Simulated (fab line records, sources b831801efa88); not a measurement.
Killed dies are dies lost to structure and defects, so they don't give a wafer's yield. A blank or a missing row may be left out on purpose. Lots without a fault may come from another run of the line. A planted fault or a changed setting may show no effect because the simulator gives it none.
Chamber matching | flow sky130 | SKY_VIA2_CMP_02 on cmp-01: 4 sister chambers
The step polishes SiO2. 8 wafers are shown with their chamber, then 7 later ones without.

WAFERS WITH THEIR CHAMBER
wafer  | chamber | motor_current_A (A) | head_pressure_psi (psi)
L200.2 | 3       | 9.6                 | 3.988
L202.3 | 0       | 13.5                | 4.001
L202.5 | 2       | 13.2                | 3.994
L210.1 | 3       | 9.4                 | 3.991
L210.4 | 1       | 11.3                | 4.004
L210.6 | 0       | 13.4                | 3.985
L213.2 | 2       | 12.5                | 4.001
L213.3 | 1       | 11.2                | 4.014

WAFERS WITHOUT THEIR CHAMBER
wafer  | motor_current_A (A) | head_pressure_psi (psi)
L213.4 | 13.0                | 4.011
L217.1 | 11.1                | 4.001
L217.2 | 9.3                 | 4.016
L217.4 | 13.5                | 4.001
L221.1 | 13.1                | 3.996
L221.5 | 9.6                 | 3.996
L221.6 | 13.4                | 3.998

WHICH CHAMBER EACH WENT THROUGH
wafer  | from the rows above     | in truth
L213.4 | can't be placed: 2 or 0 | 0
L217.1 | 1                       | 1
L217.2 | 3                       | 3
L217.4 | can't be placed: 0 or 2 | 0
L221.1 | can't be placed: 2 or 0 | 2
L221.5 | 3                       | 3
L221.6 | can't be placed: 0 or 2 | 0
Placed correctly: 3 of 7. Can't be placed from these rows: 4 (the true chamber is among the candidates in 4). Placed wrongly: 0.
How it was worked out, from the rows above alone: a wafer's distance from a chamber is the root of the sum, over the readings, of the square of ((its reading less the chamber's mean) divided by the reading's scatter). The wafer belongs to the nearest chamber; if the next one is less than 2 further off, it can't be placed. A chamber's mean is the mean of its shown wafers. The scatter: the root of (the sum of the squares of (reading less its chamber's mean) over the shown wafers, divided by (wafers less chambers)).
